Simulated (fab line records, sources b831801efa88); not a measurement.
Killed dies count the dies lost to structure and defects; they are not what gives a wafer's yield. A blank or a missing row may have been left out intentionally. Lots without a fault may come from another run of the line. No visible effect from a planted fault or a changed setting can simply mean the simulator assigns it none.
Struck lot and sound lot, side by side -- flow gf180mcu -- 43 steps out of a route of 602
Sound: these wafers, L762.1, L762.3, L762.6. Struck: wafers L765.2, L765.5, L765.6. At the end, the cause is stated.
For every step that has rows: the tool of each side, followed by ch and its chambers, followed by its first start. Under that, the readings that differ: sound wafers -- struck wafers -- difference of the means -- sigmas: that difference in standard deviations of wafers without a fault.
alike: words and numbers the same on both sides, and readings whose means are apart by under 2 such deviations; not compared: readings that were withheld, readings missing a value for some wafer, numbers with overlapping values and no deviation given by the record, and bounds like >300 which may hide the same value.
Wherever a step has rows on one side only, a row that says differs or no value, or a row with sigmas, the two part there. Non-overlapping numbers with no deviation appear without sigmas and do not part them. A reading that every wafer of one side lacks parts them only if that side has two wafers or more.

first, 1 step without rows for these wafers: GF_LVPWELL_IMPLANT_09.
GF_LVPWELL_STRIP_10: strips in O2/N2.
  sound on plasma_asher-01 ch 0,1, day 6 04:24; struck on plasma_asher-03 ch 0,1, day 6 22:15
  alike: drypump_motor_current_A, heater_power_w, oes_product_au, strip_time_to_endpoint_s
  not compared: rf_hours_counter_h
GF_LVPWELL_TW_MEAS_11:
  sound on film_metro-02 at day 6 04:30; struck on film_metro-02 at day 6 22:22
  alike: LVPWELL_TW
then, 7 steps without rows for these wafers: GF_MVSD_DEHYDRATE_00 (time 60 s); GF_MVSD_HMDS_01 (prime time 60 s); GF_MVSD_COAT_02 (resist thk 3000 nm); GF_MVSD_SOFTBAKE_03; GF_MVSD_EXPOSE_04 (exposes mask MVSD, target cd 1000 nm); GF_MVSD_PEB_05; GF_MVSD_DEVELOP_06 (develop time 60 s).
GF_MVSD_OVL_MEAS_07:
  sound on overlay-02 at day 6 18:52; struck on overlay-01 at day 7 13:58
  alike: MVSD_OVL
next, for these wafers, 1 step has no rows: GF_MVSD_IMPLANT_08.
GF_MVSD_IMPLANT_09:
  struck on implanter-01, day 7 14:10; sound on implanter-02 ch 0, day 6 19:03
  no value came back on the struck wafers for beam_energy_keV, beam_on_s (s); on the sound wafers beam_energy_keV reads 100.02 100.01 100.01
GF_MVSD_STRIP_10: strips in O2/N2.
  sound on plasma_asher-02 ch 0,1, day 6 19:12; struck on plasma_asher-02 ch 0,1, day 7 14:17
  alike: drypump_motor_current_A, heater_power_w, oes_product_au, strip_time_to_endpoint_s
  not compared: rf_hours_counter_h
GF_MVSD_TW_MEAS_11:
  sound on film_metro-04 at day 6 19:18; struck on film_metro-02 at day 7 14:24
reading,sound,struck,difference,sigmas
MVSD_TW,1573 1585 1583,1509 1511 1501,-73,-7
then, 7 steps without rows for these wafers: GF_MVPSD_DEHYDRATE_00 (time 60 s); GF_MVPSD_HMDS_01 (prime time 60 s); GF_MVPSD_COAT_02 (resist thk 3000 nm); GF_MVPSD_SOFTBAKE_03; GF_MVPSD_EXPOSE_04 (exposes mask MVPSD, target cd 1000 nm); GF_MVPSD_PEB_05; GF_MVPSD_DEVELOP_06 (develop time 60 s).
GF_MVPSD_OVL_MEAS_07:
  sound on overlay-02 at day 7 10:10; struck on overlay-02 at day 8 06:16
  alike: MVPSD_OVL
then, 2 steps without rows for these wafers: GF_MVPSD_IMPLANT_08; GF_MVPSD_IMPLANT_09.
GF_MVPSD_STRIP_10: strips in O2/N2.
  sound on plasma_asher-03 ch 0,1, day 7 10:30; struck on plasma_asher-03 ch 0,1, day 8 06:36
  alike: drypump_motor_current_A, heater_power_w, oes_product_au, strip_time_to_endpoint_s
  not compared: rf_hours_counter_h
GF_MVPSD_TW_MEAS_11:
  sound on film_metro-03 at day 7 10:36; struck on film_metro-03 at day 8 06:43
  alike: MVPSD_TW
then, 7 steps without rows for these wafers: GF_VT_IMPLANT_DEHYDRATE_00 (time 60 s); GF_VT_IMPLANT_HMDS_01 (prime time 60 s); GF_VT_IMPLANT_COAT_02 (resist thk 1000 nm); GF_VT_IMPLANT_SOFTBAKE_03 (time 60 s); GF_VT_IMPLANT_EXPOSE_04 (exposes mask LVPWELL LV AREA, target cd 600 nm); GF_VT_IMPLANT_PEB_05; GF_VT_IMPLANT_DEVELOP_06 (develop time 60 s).
GF_VT_IMPLANT_OVL_MEAS_07:
  sound on overlay-01 at day 8 02:42; struck on overlay-01 at day 8 23:19
  alike: VT_IMPLANT_OVL
next, for these wafers, 1 step has no rows: GF_VT_IMPLANT_IMPLANT_08.
GF_VT_IMPLANT_STRIP_09: strips in O2/N2.
  sound on plasma_asher-02 ch 0,1, day 8 02:53; struck on plasma_asher-02 ch 0,1, day 8 23:29
  alike: drypump_motor_current_A, heater_power_w, oes_product_au, strip_time_to_endpoint_s
  not compared: rf_hours_counter_h
GF_VT_IMPLANT_TW_MEAS_10:
  sound on film_metro-03 at day 8 02:59; struck on film_metro-03 at day 8 23:36
  alike: VT_IMPLANT_TW
then, 4 steps without rows for these wafers: GF_VT_IMPLANT_DEHYDRATE_11 (time 60 s); GF_VT_IMPLANT_HMDS_12 (prime time 60 s); GF_VT_IMPLANT_COAT_13 (resist thk 1000 nm); GF_VT_IMPLANT_SOFTBAKE_14 (time 60 s).
-- the record jumps here: 2 days lie between the struck wafers' starts before and after --
GF_VT_IMPLANT_RS_MEAS_46: measures by four-point-probe.
  sound on film_metro-03 at day 10 07:28; struck on film_metro-04 at day 11 04:52
reading,sound,struck,difference,sigmas
MVSD_RS (ohm/sq),456.3 456.2 456.8,- - -,no value on the struck wafers,

== WHERE THEY PART ==
Last at GF_VT_IMPLANT_RS_MEAS_46 as far as this record goes, first at GF_MVSD_IMPLANT_09.

WHY: whatever the simulator had introduced
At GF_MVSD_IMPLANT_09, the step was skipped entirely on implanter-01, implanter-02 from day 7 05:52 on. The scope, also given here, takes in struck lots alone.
